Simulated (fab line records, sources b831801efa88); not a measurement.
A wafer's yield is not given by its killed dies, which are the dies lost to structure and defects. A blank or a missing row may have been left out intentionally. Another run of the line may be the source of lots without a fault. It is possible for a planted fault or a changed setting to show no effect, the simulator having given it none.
fab line records | flow sky130
[record] lots = 14 wafers = 42 last-day = 50
route steps=708 shown METAL4@635 VIA4@657 METAL5@663
lots untouched by any fault: they come from a run of this same line in which no faults occurred
start-h: the number of hours between the record's first day and the start of the first shown wafer of the lot | wait-h: how many hours have passed since the lot's step before this one | " unchanged from the row above | L1.1+2: a row that stands for several wafers | - no value, or no start was given | * or withheld: withheld | < > ~ a bound
route shown NAME@n: names a module that has steps shown in the file, with the first one's number in the route | usual: the fault-free wafers' mean and standard deviation | same: alike in all rows | chamber/n: place in a boat | sites: readings site by site | _std_site: the values' standard deviation | _edge_site: inner sites' mean taken away from outer sites' mean | radius-mm: for every site, how far away it sits from the centre of the wafer | mask NAME#n: copy n | behind: the last tool/chamber to shape the wafer | hold: what put the lot on hold/how long, in hours/how the hold closed | device: which transistor (n, p or np) failed to switch | end of line: the route-end tests of the same wafers | step lacking rows: just its recipe | killed: dies that structure and defects cost at the first sort, which is not the same as the wafer's yield | map: dies across one wafer; x = killed, . = not, _ = none there
set.NAME: the setting as run; set.NAME@STEP: as run at that earlier step | model.NAME: the simulator's own value behind a step, which no gauge read
a sample of lots followed through the steps of the route, with each step as a table and each wafer as a row
services: the hour from which a tool's chamber was out of use, counted from the record's first day as start-h (under 0 if before that day), plus the number of hours and why
[[steps]]
[step SKY_METAL4_STRIP_19]
[recipe] chemistry = O2/N2 power-w = 1400 pressure-mtorr = 1500 platen-temp-c = withheld o2-flow-sccm = 3000 n2-flow-sccm = 300 overash-fraction = 0.5
[usual] drypump-motor-current-A = 5.7/0.48 oes-product-au = 0.498/0.0058 strip-time-to-endpoint-s = 6.44/0.088
// columns lot.wafer tool chamber start-h wait-h drypump-motor-current-A oes-product-au rf-hours-counter-h strip-time-to-endpoint-s
L596.2 plasma-asher-02 0 992.51 0.1 5.0 0.502 87 6.49
L596.4 " 1 " " 6.1 0.501 - 6.49
L596.5 " 1 " " 6.1 0.498 - 6.45
L598.3 plasma-asher-01 1 1004.19 0.1 5.7 0.493 - 6.50
L598.5 " 1 " " 5.7 0.500 - 6.43
L598.6 " 0 " " 6.3 0.495 - 6.28
L600.1 plasma-asher-01 0 1018.41 0.1 6.4 0.503 60 6.45
L600.3 " 0 " " 6.3 0.493 - 6.47
L600.4 " 1 " " 5.7 0.505 - 6.52
L601.1 plasma-asher-03 0 1025.86 0.1 5.2 0.492 25 6.37
L601.2 " 1 " " 6.0 0.494 25 6.49
L601.3 " 0 " " 5.2 0.497 - 6.42
L602.2 plasma-asher-03 0 1032.57 0.1 5.2 0.496 25 6.37
L602.5 " 1 " " 6.0 0.502 - 6.53
L602.6 " 0 " " 5.2 0.497 - 6.38
L603.1 plasma-asher-02 1 1038.96 0.1 6.1 0.504 91 6.53
L603.2 " 0 " " 5.0 0.502 91 6.47
L603.6 " 0 " " 5.0 0.497 - 6.51
L604.2 plasma-asher-01 1 1045.77 0.1 5.6 0.503 63 6.43
L604.5 " 0 " " 6.3 0.501 - 6.43
L604.6 " 1 " " 5.6 0.496 - 6.47
L605.4 plasma-asher-02 1 1050.10 0.1 6.1 0.495 - 6.48
L605.5 " 1 " " 6.1 0.504 - 6.50
L605.6 " 0 " " 5.0 0.510 - 6.58
L606.3 plasma-asher-01 1 1054.70 0.1 5.7 0.501 - 6.35
L606.4 " 0 " " 6.3 0.493 - 6.42
L606.5 " 1 " " 5.6 0.495 - 6.42
L607.2 plasma-asher-02 1 1066.89 0.1 6.1 0.490 94 6.35
L607.4 " 1 " " 6.1 0.505 - 6.52
L607.6 " 0 " " 5.0 0.497 - 6.35
L608.3 plasma-asher-01 0 1069.07 0.2 6.3 0.504 - 6.54
L608.4 " 1 " " 5.7 0.496 - 6.51
L608.6 " 0 " " 6.3 0.501 - 6.51
L609.1 plasma-asher-01 0 1072.91 0.1 6.4 0.496 66 6.43
L609.5 " 0 " " 6.3 0.492 - 6.39
L609.6 " 1 " " 5.6 0.492 - 6.44
L614.3 plasma-asher-02 1 1110.76 0.1 6.1 0.502 - 6.52
L614.4 " 0 " " 5.0 0.494 - 6.32
L614.6 " 1 " " 6.1 0.495 - 6.32
L617.3 plasma-asher-03 0 1137.05 0.1 5.2 0.500 - 6.38
L617.5 " 1 " " 6.1 0.505 - 6.53
L617.6 " 0 " " 5.2 0.500 - 6.38
[step SKY_VIA4_CVD_18]
[recipe] material = W target-thk-nm = 505 time-s = 152.14 temp-c = 398 pressure-torr = 40
[usual] heater-power-w = 869/85 susceptor-temp-C = 398.02/0.22
// columns lot.wafer tool chamber start-h wait-h heater-power-w susceptor-temp-C
L596.2 cvd-w-02 1 1018.03 0.0 829 398.10
L596.4 " 0 " " 995 397.76
L596.5 " 0 " " 1030 397.90
L598.3 cvd-w-02 0 1028.30 0.1 1013 398.05
L598.5 " 0 " " 999 397.55
L598.6 " 1 " " 832 398.30
L600.1 cvd-w-01 1 1042.49 0.0 780 398.15
L600.3 " 1 " " 771 398.28
L600.4 " 0 " " 879 397.93
L601.1 cvd-w-02 1 1049.80 0.0 846 398.03
L601.2 " 0 " " 1000 397.78
L601.3 " 1 " " 834 397.88
L602.2 cvd-w-01 1 1055.89 0.0 781 398.34
L602.5 " 1 " " 766 398.13
L602.6 " 0 " " 894 397.99
L603.1 cvd-w-01 1 1061.73 0.0 776 398.16
L603.2 " 0 " " 887 398.15
L603.6 " 1 " " 792 398.20
L604.2 cvd-w-02 1 1069.45 0.0 843 398.14
L604.5 " 0 " " 1000 398.25
L604.6 " 1 " " 838 398.27
L605.4 cvd-w-02 1 1074.15 0.1 879 397.98
L605.5 " 1 " " 849 397.75
L605.6 " 0 " " 1047 397.72
L606.3 cvd-w-01 1 1077.77 0.1 779 398.05
L606.4 " 0 " " 895 398.17
L606.5 " 1 " " 764 397.95
L607.2 cvd-w-01 0 1090.46 0.0 876 398.14
L607.4 " 0 " " 873 398.19
L607.6 " 1 " " 773 398.26
L608.3 cvd-w-01 1 1092.55 0.1 791 397.92
L608.4 " 0 " " 877 398.16
L608.6 " 1 " " 775 397.84
L609.1 cvd-w-01 1 1095.45 0.0 764 398.18
L609.5 " 1 " " 777 397.77
L609.6 " 0 " " 886 398.28
L614.3 cvd-w-01 1 1131.79 0.1 776 398.55
L614.4 " 0 " " 854 397.95
L614.6 " 1 " " 774 398.08
L617.3 cvd-w-01 1 1157.16 0.1 764 398.10
L617.5 " 1 " " 767 398.04
L617.6 " 0 " " 870 397.84
[step SKY_VIA4_THK_MEAS_20]
[recipe] thk-meas-gauge = xrf reads = W_of_VIA4_CVD_18
[usual] VIA4_W_THK = 485/6
// columns lot.wafer tool chamber start-h wait-h VIA4_W_THK[nm]
L596.2 film-metro-04 - 1018.31 0.1 492
L596.4 " - " " 486
L596.5 " - " " 485
L598.3 film-metro-02 - 1028.54 0.1 481
L598.5 " - " " 481
L598.6 " - " " 487
L600.1 film-metro-04 - 1042.76 0.1 484
L600.3 " - " " 490
L600.4 " - " " 486
L601.1 film-metro-02 - 1050.07 0.1 493
L601.2 " - " " 483
L601.3 " - " " 495
L602.2 film-metro-02 - 1056.17 0.1 481
L602.5 " - " " 482
L602.6 " - " " 484
L603.1 film-metro-04 - 1062.00 0.1 480
L603.2 " - " " 490
L603.6 " - " " 488
L604.2 film-metro-03 - 1069.73 0.1 486
L604.5 " - " " 474
L604.6 " - " " 487
L605.4 film-metro-04 - 1074.40 0.1 491
L605.5 " - " " 489
L605.6 " - " " 485
L606.3 film-metro-04 - 1078.01 0.1 483
L606.4 " - " " 478
L606.5 " - " " 484
L607.2 film-metro-02 - 1090.74 0.1 491
L607.4 " - " " 497
L607.6 " - " " 494
L608.3 film-metro-03 - 1092.80 0.1 479
L608.4 " - " " 483
L608.6 " - " " 483
L609.1 film-metro-04 - 1095.73 0.1 484
L609.5 " - " " 480
L609.6 " - " " 489
L614.3 film-metro-03 - 1132.03 0.1 477
L614.4 " - " " 475
L614.6 " - " " 478
L617.3 film-metro-02 - 1157.40 0.1 486
L617.5 " - " " 487
L617.6 " - " " 486
[step SKY_METAL5_SPUTTER_02]
[recipe] material = AlCu target-thk-nm = 1150 power-w = 10600 time-s = 61.2 chamber-pressure-pa = 0.4
[usual] cathode-dc-power-W = 10600/1.8 chamber-pressure-pa = 0.4000/0.00082 throttle-valve-pct = 29.5/0.86
// columns lot.wafer tool chamber start-h wait-h cathode-dc-power-W chamber-pressure-pa throttle-valve-pct
L596.2 pvd-sputter-02 - 1018.71 0.0 10602 0.3993 29.3
L596.4 " - " " 10600 0.4002 28.8
L596.5 " - " " 10598 0.4008 29.6
L598.3 pvd-sputter-03 - 1028.93 0.0 10598 0.3997 30.8
L598.5 " - " " 10598 0.3988 29.4
L598.6 " - " " 10600 0.4001 30.6
L600.1 pvd-sputter-02 - 1043.17 0.0 10603 0.4013 29.2
L600.3 " - " " 10600 0.4003 29.9
L600.4 " - " " 10600 0.3996 28.6
L601.1 pvd-sputter-03 - 1050.63 0.0 10600 0.4016 30.6
L601.2 " - " " 10600 0.4001 28.1
L601.3 " - " " 10600 0.3996 29.3
L602.2 pvd-sputter-02 - 1056.57 0.0 10602 0.3995 29.6
L602.5 " - " " 10600 0.4004 29.7
L602.6 " - " " 10600 0.4002 29.3
L603.1 pvd-sputter-03 - 1062.73 0.0 10601 0.4001 27.7
L603.2 " - " " 10601 0.3993 31.0
L603.6 " - " " 10598 0.3998 30.6
L604.2 pvd-sputter-02 - 1070.13 0.0 - - -
L604.5 " - " " - - -
L604.6 " - " " - - -
L605.4 pvd-sputter-03 - 1074.78 0.0 - - -
L605.5 " - " " - - -
L605.6 " - " " - - -
L606.3 pvd-sputter-02 - 1078.40 0.0 10599 0.3996 30.0
L606.4 " - " " 10601 0.3997 29.6
L606.5 " - " " 10598 0.4004 29.6
L607.2 pvd-sputter-02 - 1091.14 0.0 10601 0.4035 28.6
L607.4 " - " " 10599 0.3994 29.9
L607.6 " - " " 10605 0.4006 29.3
L608.3 pvd-sputter-02 - 1093.18 0.0 10600 0.4006 28.7
L608.4 " - " " 10601 0.3991 29.1
L608.6 " - " " 10600 0.4013 28.5
L609.1 pvd-sputter-04 - 1096.13 0.0 10600 0.4001 28.7
L609.5 " - " " 10597 0.4010 28.8
L609.6 " - " " 10599 0.4003 30.9
L614.3 pvd-sputter-03 - 1132.42 0.0 10602 0.3997 30.7
L614.4 " - " " 10599 0.3991 28.1
L614.6 " - " " 10598 0.3994 30.9
L617.3 pvd-sputter-04 - 1157.93 0.0 10596 0.4010 31.8
L617.5 " - " " 10600 0.3998 28.7
L617.6 " - " " 10598 0.4004 30.7
[step SKY_METAL5_RS_MEAS_05]
[recipe] thk-meas-gauge = four-point-probe reads = TiN_of_METAL5_SPUTTER_04+Ti_of_METAL5_SPUTTER_03+AlCu_of_METAL5_SPUTTER_02+TiN_of_METAL5_SPUTTER_01+Ti_of_METAL5_SPUTTER_00
[usual] METAL5_ALCU_RS = 0.02708/0.00029
// columns lot.wafer tool chamber start-h wait-h METAL5_ALCU_RS[ohm/sq]
L596.2 film-metro-02 - 1018.85 0.0 0.02676
L596.4 " - " " 0.02696
L596.5 " - " " 0.02687
L598.3 film-metro-01 - 1029.09 0.1 0.02718
L598.5 " - " " 0.02725
L598.6 " - " " 0.02748
L600.1 film-metro-02 - 1043.29 0.0 0.02704
L600.3 " - " " 0.0267
L600.4 " - " " 0.02694
L601.1 film-metro-04 - 1050.75 0.0 0.02766
L601.2 " - " " 0.0276
L601.3 " - " " 0.02735
L602.2 film-metro-04 - 1056.71 0.0 0.02666
L602.5 " - " " 0.02672
L602.6 " - " " 0.02705
L603.1 film-metro-02 - 1062.85 0.0 0.02736
L603.2 " - " " 0.02761
L603.6 " - " " 0.0276
L604.2 film-metro-02 - 1070.27 0.0 8.6316
L604.5 " - " " 8.6798
L604.6 " - " " 8.6275
L605.4 film-metro-02 - 1074.96 0.1 8.519
L605.5 " - " " 8.5662
L605.6 " - " " 8.6393
L606.3 film-metro-04 - 1078.56 0.1 0.02722
L606.4 " - " " 0.0272
L606.5 " - " " 0.02704
L607.2 film-metro-02 - 1091.28 0.0 0.02725
L607.4 " - " " 0.02707
L607.6 " - " " 0.02699
L608.3 film-metro-04 - 1093.34 0.1 0.02782
L608.4 " - " " 0.02766
L608.6 " - " " 0.02769
L609.1 film-metro-02 - 1096.25 0.0 0.02694
L609.5 " - " " 0.02684
L609.6 " - " " 0.02686
L614.3 film-metro-04 - 1132.58 0.1 0.02703
L614.4 " - " " 0.02707
L614.6 " - " " 0.0269
L617.3 film-metro-01 - 1158.09 0.1 0.0269
L617.5 " - " " 0.0269
L617.6 " - " " 0.02714
[step SKY_METAL5_THK_MEAS_06]
[recipe] thk-meas-gauge = xrf reads = AlCu_of_METAL5_SPUTTER_02
[usual] METAL5_ALCU_THK = 1142/17
// columns lot.wafer tool chamber start-h wait-h METAL5_ALCU_THK[nm]
L596.2 film-metro-02 - 1018.96 0.1 1165
L596.4 " - " " 1154
L596.5 " - " " 1156
L598.3 film-metro-01 - 1029.19 0.1 1129
L598.5 " - " " 1132
L598.6 " - " " 1125
L600.1 film-metro-02 - 1043.41 0.1 1155
L600.3 " - " " 1170
L600.4 " - " " 1160
L601.1 film-metro-04 - 1050.87 0.1 1110
L601.2 " - " " 1115
L601.3 " - " " 1119
L602.2 film-metro-04 - 1056.82 0.1 1149
L602.5 " - " " 1143
L602.6 " - " " 1133
L603.1 film-metro-02 - 1062.97 0.1 1136
L603.2 " - " " 1122
L603.6 " - " " 1127
L604.2 film-metro-02 - 1070.38 0.1 <0
L604.5 " - " " <0
L604.6 " - " " <0
L605.4 film-metro-02 - 1075.05 0.1 <0
L605.5 " - " " <0
L605.6 " - " " <0
L606.3 film-metro-04 - 1078.66 0.1 1119
L606.4 " - " " 1127
L606.5 " - " " 1139
L607.2 film-metro-02 - 1091.39 0.1 1155
L607.4 " - " " 1155
L607.6 " - " " 1157
L608.3 film-metro-04 - 1093.44 0.1 1101
L608.4 " - " " 1111
L608.6 " - " " 1111
L609.1 film-metro-02 - 1096.37 0.1 1156
L609.5 " - " " 1160
L609.6 " - " " 1159
L614.3 film-metro-04 - 1132.68 0.1 1135
L614.4 " - " " 1134
L614.6 " - " " 1139
L617.3 film-metro-01 - 1158.19 0.1 1144
L617.5 " - " " 1131
L617.6 " - " " 1135
[[services]]
// columns tool chamber start-h hours kind
pvd-sputter-04 - 978.96 110.0 repair
plasma-asher-01 - 983.80 0.5 repair
pvd-sputter-02 2 1004.36 - consumable-replace:kit
pvd-sputter-02 2 1004.36 18.0 scheduled-down
pvd-sputter-02 2 1004.36 18.0 vent-cycle
cvd-w-01 - 1011.15 6.9 pm
plasma-asher-03 - 1023.49 1.2 repair
pvd-sputter-02 - 1025.53 7.7 repair
plasma-asher-03 - 1029.62 1.6 repair
plasma-asher-01 - 1038.17 1.8 repair
pvd-sputter-02 1 1063.59 - consumable-replace:kit
pvd-sputter-02 1 1063.59 18.0 scheduled-down
pvd-sputter-02 1 1063.59 18.0 vent-cycle
plasma-asher-03 - 1072.81 8.8 repair
pvd-sputter-02 0 1093.30 - consumable-replace:kit
pvd-sputter-02 0 1093.30 18.0 scheduled-down
pvd-sputter-02 0 1093.30 18.0 vent-cycle
pvd-sputter-03 - 1095.39 6.2 repair
pvd-sputter-03 - 1099.42 25.4 repair
cvd-w-02 1 1112.21 6.1 repair
cvd-w-02 0 1117.64 10.0 repair
plasma-asher-02 - 1128.68 4.9 repair
pvd-sputter-03 - 1139.79 9.0 repair
pvd-sputter-02 - 1143.59 1.2 repair
[[key]]
[first-sign] step = SKY_METAL5_SPUTTER_02 reading = tool-record direction = missing
[effect] step = SKY_METAL5_RS_MEAS_05 reading = METAL5_ALCU_RS direction = up sigmas = 99+ usual = 0.02708 struck = 8.6105
[effect] step = SKY_METAL5_THK_MEAS_06 reading = METAL5_ALCU_THK direction = down sigmas = 69 usual = 1142 struck = <0
met-at SKY_METAL5_SPUTTER_02
struck-lots L604,L605
later-rows-left-out L604.2,L604.5,L604.6,L605.4,L605.5,L605.6
sort-left-out L604.2,L604.5,L604.6,L605.4,L605.5,L605.6
not-acting-at SKY_METAL4_STRIP_19,SKY_VIA4_CVD_18,SKY_VIA4_THK_MEAS_20
onset-between 1062.73 1070.13
[fault] kind = skipped-step-whole tool = pvd-sputter-02,pvd-sputter-03 chamber = - onset-h = 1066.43 steps = SKY_METAL5_SPUTTER_02 scope = struck-lots-only
// sort-left-out: the simulated sort isn't trusted on such a fault, so these wafers' sort isn't shown, and their yield isn't known
// later-rows-left-out: the simulator's readings of these wafers behind a module that went badly wrong aren't trusted and aren't shown, but for the sort
